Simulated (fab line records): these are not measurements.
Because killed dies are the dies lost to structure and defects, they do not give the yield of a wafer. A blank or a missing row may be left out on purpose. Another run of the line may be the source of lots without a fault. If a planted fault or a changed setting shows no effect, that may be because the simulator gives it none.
The tool behind it: which one? :: flow gf180mcu :: 13 lots with 39 wafers sampled at 5 steps, on a route of 602 steps

== WHAT EACH GAUGE READ, for each wafer ==
GF_HV_LDD_TW_MEAS_50. Usual: HV_LDD_4_TW gives 567 (standard deviation 5.3).
lot: L361
measured: day 12 10:48
on: filmMetro-01
HV_LDD_4_TW: 570 574 570
flag: 

lot: L362
measured: day 12 18:55
on: filmMetro-02
HV_LDD_4_TW: 563 566 568
flag: 

lot: L363
measured: day 12 23:25
on: filmMetro-04
HV_LDD_4_TW: 569 572 573
flag: 

lot: L364
measured: day 13 13:59
on: filmMetro-04
HV_LDD_4_TW: 571 573 573
flag: 

lot: L365
measured: day 13 17:43
on: filmMetro-01
HV_LDD_4_TW: 574 574 573
flag: 

lot: L369
measured: day 15 01:58
on: filmMetro-02
HV_LDD_4_TW: 563 559 562
flag: 

lot: L370
measured: day 15 07:47
on: filmMetro-02
HV_LDD_4_TW: 562 560 562
flag: 

lot: L372
measured: day 16 09:57
on: filmMetro-02
HV_LDD_4_TW: 562 562 563
flag: 

lot: L374
measured: day 16 17:31
on: filmMetro-02
HV_LDD_4_TW: 565 562 563
flag: 

lot: L379
measured: day 18 11:17
on: filmMetro-02
HV_LDD_4_TW: 561 565 560
flag: 

lot: L381
measured: day 19 01:52
on: filmMetro-02
HV_LDD_4_TW: 563 567 563
flag: 

lot: L382
measured: day 19 15:33
on: filmMetro-02
HV_LDD_4_TW: 566 563 564
flag: 

lot: L384
measured: day 20 04:36
on: filmMetro-04
HV_LDD_4_TW: 571 568 570
flag: 

GF_NSD_OVL_MEAS_08. Usual: NSD_OVL gives 1.0 nm (standard deviation 1.3).
lot: L361
measured: day 13 09:41
on: overlay-01
NSD_OVL (nm): 0.1 0.9 1.0
flag: 

lot: L362
measured: day 13 18:20
on: overlay-02
NSD_OVL (nm): 0.8 2.7 1.7
flag: 

lot: L363
measured: day 13 22:41
on: overlay-01
NSD_OVL (nm): 0.8 0.0 1.5
flag: 

lot: L364
measured: day 14 13:20
on: overlay-01
NSD_OVL (nm): 2.2 1.5 4.1
flag: 

lot: L365
measured: day 14 18:13
on: overlay-02
NSD_OVL (nm): 3.5 3.5 1.7
flag: 

lot: L369
measured: day 16 02:07
on: overlay-02
NSD_OVL (nm): 1.7 3.0 2.2
flag: 

lot: L370
measured: day 16 08:46
on: overlay-01
NSD_OVL (nm): 1.3 -0.2 0.7
flag: 

lot: L372
measured: day 17 11:52
on: overlay-02
NSD_OVL (nm): 0.4 1.5 1.2
flag: 

lot: L374
measured: day 17 19:55
on: overlay-01
NSD_OVL (nm): -2.6 -0.8 -1.9
flag: 

lot: L379
measured: day 19 14:26
on: overlay-02
NSD_OVL (nm): 0.5 0.2 0.2
flag: 

lot: L381
measured: day 20 07:10
on: overlay-02
NSD_OVL (nm): 0.3 1.0 0.3
flag: 

lot: L382
measured: day 20 18:22
on: overlay-02
NSD_OVL (nm): -0.2 0.3 -2.5
flag: 

lot: L384
measured: day 21 07:37
on: overlay-02
NSD_OVL (nm): 2.7 0.5 1.2
flag: 

GF_SAB_OVL_MEAS_10. Usual: SAB_OVL gives 0.3 nm (standard deviation 1.3).
lot: L361
measured: day 15 04:50
on: overlay-01
SAB_OVL (nm): 0.4 -2.1 -1.9
flag: 

lot: L362
measured: day 15 13:31
on: overlay-01
SAB_OVL (nm): 1.7 1.0 2.4
flag: 

lot: L363
measured: day 15 18:17
on: overlay-02
SAB_OVL (nm): -0.8 -2.0 -1.0
flag: 

lot: L364
measured: day 16 09:35
on: overlay-02
SAB_OVL (nm): -0.7 -0.5 -2.9
flag: 

lot: L365
measured: day 16 14:35
on: overlay-01
SAB_OVL (nm): 0.3 1.5 2.0
flag: 

lot: L369
measured: day 18 01:10
on: overlay-01
SAB_OVL (nm): -0.8 1.3 -0.8
flag: 

lot: L370
measured: day 18 07:08
on: overlay-02
SAB_OVL (nm): -0.4 -0.3 -0.2
flag: 

lot: L372
measured: day 19 12:38
on: overlay-01
SAB_OVL (nm): 1.3 2.4 0.2
flag: 

lot: L374
measured: day 19 21:01
on: overlay-02
SAB_OVL (nm): -2.2 -1.7 -3.3
flag: 

lot: L379
measured: day 21 15:29
on: overlay-02
SAB_OVL (nm): -0.9 -2.8 -1.1
flag: 

lot: L381
measured: day 22 08:11
on: overlay-02
SAB_OVL (nm): -0.6 0.2 -1.5
flag: 

lot: L382
measured: day 22 20:13
on: overlay-01
SAB_OVL (nm): 0.2 1.0 2.0
flag: 

lot: L384
measured: day 23 06:38
on: overlay-02
SAB_OVL (nm): -0.2 0.0 1.8
flag: 

== WHAT TOOL EACH LOT RAN ON (gives the tool, then ch and the chambers of the sampled wafers, and finally the start) ==
lot: L361
GF_NSD_IMPLANT_10: implanter-02 ch 0, day 13 09:52
GF_NSD_STRIP_11: plasmaAsher-04 ch 0,1, day 13 10:01

lot: L362
GF_NSD_IMPLANT_10: implanter-02 ch 0, day 13 18:31
GF_NSD_STRIP_11: plasmaAsher-04 ch 0,1, day 13 18:40

lot: L363
GF_NSD_IMPLANT_10: implanter-01 ch 0, day 13 22:53
GF_NSD_STRIP_11: plasmaAsher-03 ch 1, day 13 23:02

lot: L364
GF_NSD_IMPLANT_10: implanter-03 ch 0, day 14 13:32
GF_NSD_STRIP_11: plasmaAsher-03 ch 0,1, day 14 13:40

lot: L365
GF_NSD_IMPLANT_10: implanter-01 ch 0, day 14 18:25
GF_NSD_STRIP_11: plasmaAsher-04 ch 1, day 14 18:34

lot: L369
GF_NSD_IMPLANT_10: implanter-03 ch 0, day 16 02:18
GF_NSD_STRIP_11: plasmaAsher-02 ch 1, day 16 02:27

lot: L370
GF_NSD_IMPLANT_10: implanter-02 ch 0, day 16 08:59
GF_NSD_STRIP_11: plasmaAsher-03 ch 0,1, day 16 09:06

lot: L372
GF_NSD_IMPLANT_10: implanter-01 ch 0, day 17 12:03
GF_NSD_STRIP_11: plasmaAsher-02 ch 0,1, day 17 12:12

lot: L374
GF_NSD_IMPLANT_10: implanter-03 ch 0, day 17 20:08
GF_NSD_STRIP_11: plasmaAsher-02 ch 0,1, day 17 20:15

lot: L379
GF_NSD_IMPLANT_10: implanter-02 ch 0, day 19 14:38
GF_NSD_STRIP_11: plasmaAsher-02 ch 0,1, day 19 14:46

lot: L381
GF_NSD_IMPLANT_10: implanter-03 ch 0, day 20 07:23
GF_NSD_STRIP_11: plasmaAsher-02 ch 0,1, day 20 07:30

lot: L382
GF_NSD_IMPLANT_10: implanter-03 ch 0, day 20 18:33
GF_NSD_STRIP_11: plasmaAsher-02 ch 0,1, day 20 18:42

lot: L384
GF_NSD_IMPLANT_10: implanter-01 ch 0, day 21 07:48
GF_NSD_STRIP_11: plasmaAsher-04 ch 0,1, day 21 07:57
- GF_NSD_IMPLANT_10
- GF_NSD_STRIP_11: strips in O2/N2.

== WHAT THE TOOLS THEMSELVES READ (means of the sampled wafers that have a number; where no wafer has one, the mark that the record gives instead) ==
GF_NSD_IMPLANT_10. Usual: beamEnergyKeV 40.001, standard deviation 0.013; endStationPressureTorr 7.2e-06 Torr, standard deviation 3.6e-07; tiltDeg 6.999 degrees, standard deviation 0.018.
lot: L361
tool: implanter-02
beamEnergyKeV: 40.004
endStationPressureTorr (Torr): 7.6e-06
tiltDeg (degrees): 7.004
flag: 

lot: L362
tool: implanter-02
beamEnergyKeV: 39.997
endStationPressureTorr (Torr): 7.0e-06
tiltDeg (degrees): 6.996
flag: 

lot: L363
tool: implanter-01
beamEnergyKeV: 40.008
endStationPressureTorr (Torr): 7.2e-06
tiltDeg (degrees): 6.998
flag: 

lot: L364
tool: implanter-03
beamEnergyKeV: 40.006
endStationPressureTorr (Torr): 7.1e-06
tiltDeg (degrees): 7.002
flag: 

lot: L365
tool: implanter-01
beamEnergyKeV: 40.000
endStationPressureTorr (Torr): 7.2e-06
tiltDeg (degrees): 7.002
flag: 

lot: L369
tool: implanter-03
beamEnergyKeV: 40.009
endStationPressureTorr (Torr): 7.3e-06
tiltDeg (degrees): 7.021
flag: 

lot: L370
tool: implanter-02
beamEnergyKeV: 40.017
endStationPressureTorr (Torr): 7.4e-06
tiltDeg (degrees): 7.008
flag: 

lot: L372
tool: implanter-01
beamEnergyKeV: 39.993
endStationPressureTorr (Torr): 7.1e-06
tiltDeg (degrees): 7.003
flag: 

lot: L374
tool: implanter-03
beamEnergyKeV: 39.980
endStationPressureTorr (Torr): 6.9e-06
tiltDeg (degrees): 7.021
flag: 

lot: L379
tool: implanter-02
beamEnergyKeV: 40.010
endStationPressureTorr (Torr): 6.9e-06
tiltDeg (degrees): 7.009
flag: 

lot: L381
tool: implanter-03
beamEnergyKeV: 45.676
endStationPressureTorr (Torr): 7.3e-06
tiltDeg (degrees): 6.989
flag: OFF

lot: L382
tool: implanter-03
beamEnergyKeV: 45.677
endStationPressureTorr (Torr): 7.2e-06
tiltDeg (degrees): 7.023
flag: OFF

lot: L384
tool: implanter-01
beamEnergyKeV: 40.010
endStationPressureTorr (Torr): 7.2e-06
tiltDeg (degrees): 6.988
flag: 

GF_NSD_STRIP_11. Usual: drypumpMotorCurrentA 5.6 A, standard deviation 0.48; heaterPowerW 327 W, standard deviation 19; oesProductAu 0.486 a.u., standard deviation 0.0049; stripTimeToEndpointS 22.96 s, standard deviation 0.038.
lot: L361
tool: plasmaAsher-04
drypumpMotorCurrentA (A): 5.6
heaterPowerW (W): 337
oesProductAu (a.u.): 0.486
stripTimeToEndpointS (s): 22.97
flag: 

lot: L362
tool: plasmaAsher-04
drypumpMotorCurrentA (A): 5.9
heaterPowerW (W): 340
oesProductAu (a.u.): 0.482
stripTimeToEndpointS (s): 23.05
flag: 

lot: L363
tool: plasmaAsher-03
drypumpMotorCurrentA (A): 5.6
heaterPowerW (W): 281
oesProductAu (a.u.): 0.485
stripTimeToEndpointS (s): 22.98
flag: 

lot: L364
tool: plasmaAsher-03
drypumpMotorCurrentA (A): 5.6
heaterPowerW (W): 304
oesProductAu (a.u.): 0.485
stripTimeToEndpointS (s): 22.93
flag: 

lot: L365
tool: plasmaAsher-04
drypumpMotorCurrentA (A): 6.1
heaterPowerW (W): 348
oesProductAu (a.u.): 0.492
stripTimeToEndpointS (s): 22.92
flag: 

lot: L369
tool: plasmaAsher-02
drypumpMotorCurrentA (A): 4.8
heaterPowerW (W): 325
oesProductAu (a.u.): 0.490
stripTimeToEndpointS (s): 22.97
flag: 

lot: L370
tool: plasmaAsher-03
drypumpMotorCurrentA (A): 5.6
heaterPowerW (W): 289
oesProductAu (a.u.): 0.489
stripTimeToEndpointS (s): 22.94
flag: 

lot: L372
tool: plasmaAsher-02
drypumpMotorCurrentA (A): 5.2
heaterPowerW (W): 336
oesProductAu (a.u.): 0.479
stripTimeToEndpointS (s): 22.94
flag: 

lot: L374
tool: plasmaAsher-02
drypumpMotorCurrentA (A): 5.2
heaterPowerW (W): 328
oesProductAu (a.u.): 0.490
stripTimeToEndpointS (s): 22.98
flag: 

lot: L379
tool: plasmaAsher-02
drypumpMotorCurrentA (A): 5.6
heaterPowerW (W): 322
oesProductAu (a.u.): 0.486
stripTimeToEndpointS (s): 22.96
flag: 

lot: L381
tool: plasmaAsher-02
drypumpMotorCurrentA (A): 5.6
heaterPowerW (W): 318
oesProductAu (a.u.): 0.482
stripTimeToEndpointS (s): 23.27
flag: OFF

lot: L382
tool: plasmaAsher-02
drypumpMotorCurrentA (A): 5.2
heaterPowerW (W): 321
oesProductAu (a.u.): 0.485
stripTimeToEndpointS (s): 23.22
flag: OFF

lot: L384
tool: plasmaAsher-04
drypumpMotorCurrentA (A): 5.9
heaterPowerW (W): 343
oesProductAu (a.u.): 0.491
stripTimeToEndpointS (s): 23.01
flag: 

== THE ANSWER, worked out from the rows above alone ==
Rule: a lot is off if the mean of its wafers that have a number lies more than 3 standard deviations from the usual mean. Also off: a lot with no number at a reading for which 4 or more lots have one. The other lots that the step has rows for count as sound. The gauges are gone through in route order, then the tools' own readings, and for those a lot's mean is taken as printed above. At the first step where some lot is off, the reading lying furthest off is the one used; lots without a number count as furthest.
Off: L381, L382 (GF_NSD_IMPLANT_10, beamEnergyKeV).
A tool fits if, at that step or a process step before it, it ran every lot that is off, and no sound lot after the first of them. One fits: GF_NSD_IMPLANT_10 on implanter-03. A fault onset in the window from L374 (day 17 20:08, its last sound lot) to L381 (day 20 07:23, its first lot off) fits.
The tool's own readings at GF_NSD_IMPLANT_10 bear it out: on the lots that are off they differ by more than 5 times the standard deviation of the sound lots' means. beamEnergyKeV reads 45.677 there against 40.003 on the sound lots.

== WHAT THE SIMULATOR PUT IN ==
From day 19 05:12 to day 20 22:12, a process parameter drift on implanter-03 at GF_NSD_IMPLANT_10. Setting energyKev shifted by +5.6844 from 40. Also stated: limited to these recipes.
Shown lots that were struck: L381, L382. The rule above found the same.
